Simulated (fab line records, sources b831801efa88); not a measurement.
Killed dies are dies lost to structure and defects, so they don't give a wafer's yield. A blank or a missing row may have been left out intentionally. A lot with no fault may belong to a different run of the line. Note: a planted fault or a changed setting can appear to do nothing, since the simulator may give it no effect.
One fault through the eyes of 2 desks	flow sfq-line	every desk sees just its own numbers, and what lay behind them comes last

AT THE METROLOGY DESK
What the gauges read for every lot (on any tool): the sampled wafers with a number, averaged. If a lot's mean is further than 4 standard deviations from the usual mean, the lot is out of limits and carries the mark OUT (the distance appears in the brackets).
Columns: A = L0_MONX_KI_RS at SFQ_L0_RS_MEAS_901, usual 43.5 ohm/sq; B = L0_MONX_KI_THK at SFQ_L0_THK_MEAS_902, usual 39.6 nm; C = M3_OVL at SFQ_M3_OVL_MEAS_921, usual -1 nm
lot	first seen here	A	B	C
L129	day 1 12:34	44.0	39.6	4
L131	day 1 22:35	43.6	39.6	-6
L132	day 2 03:37	42.6	40.5	-8
L133	day 2 08:34	43.4	39.7	-11
L138	day 3 09:36	76.3 (+70) OUT	22.6 (-35) OUT	-4
L140	day 3 19:36	59.6 (+34) OUT	31.3 (-17) OUT	6
L142	day 4 05:36	59.3 (+34) OUT	31.0 (-18) OUT	-4
L143	day 4 10:34	44.4	39.4	-1
L144	day 4 15:36	43.8	39.3	6
L145	day 4 20:36	42.8	40.0	-3
L148	day 5 11:34	44.3	38.6	11
L149	day 5 16:34	43.2	39.7	-3
L150	day 5 21:35	43.4	40.2	5
L151	day 6 02:34	43.5	39.4	-0
L152	day 6 07:35	43.1	39.7	-6
This desk's finding: out of limits on L138, L140, L142; first on L138, day 3 09:36 (L0_MONX_KI_RS at SFQ_L0_RS_MEAS_901). Within limits: L129, L131, L132, L133, L143, L144, L145, L148, L149, L150, L151, L152.

TOOL OWNER'S DESK, pvd-sputter-06
The tool's own readings at SFQ_TRILAYER_L0_DEP_SPUTTER_003 (material MoNx KI, target thk 40 nm, time 100 s): means of the sampled wafers that have a number, for each lot that ran on this tool. If a lot's mean is further than 4 standard deviations from the usual mean, the lot is out of limits and carries the mark OUT (the distance appears in the brackets).
Columns: A = throttle-valve-pct at SFQ_TRILAYER_L0_DEP_SPUTTER_003, usual 29.7 %
lot	first seen here	A
L132	day 2 03:29	29.4
L133	day 2 08:29	29.6
L138	day 3 09:29	29.6
L140	day 3 19:29	29.5
L142	day 4 05:29	29.7
This desk's finding: nothing out of limits on any of the 5 lots.

PUT TOGETHER
Metrology desk: alarm possible at day 3 09:36 on L138, L140, L142.
The tool owner's desk saw nothing out of limits.
The tool owner's desk has L138, L140, L142 on record, within its limits.
On pvd-sputter-06, each named lot ran SFQ_TRILAYER_L0_DEP_SPUTTER_003.

WHAT THE SIMULATOR HAD PUT IN
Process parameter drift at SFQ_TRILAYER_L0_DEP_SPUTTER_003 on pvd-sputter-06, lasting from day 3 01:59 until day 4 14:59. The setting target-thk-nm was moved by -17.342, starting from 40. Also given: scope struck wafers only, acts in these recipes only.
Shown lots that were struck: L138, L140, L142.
Per desk, hours elapsed from the start of the fault to the first reading out of limits: for the metrology desk, 8.
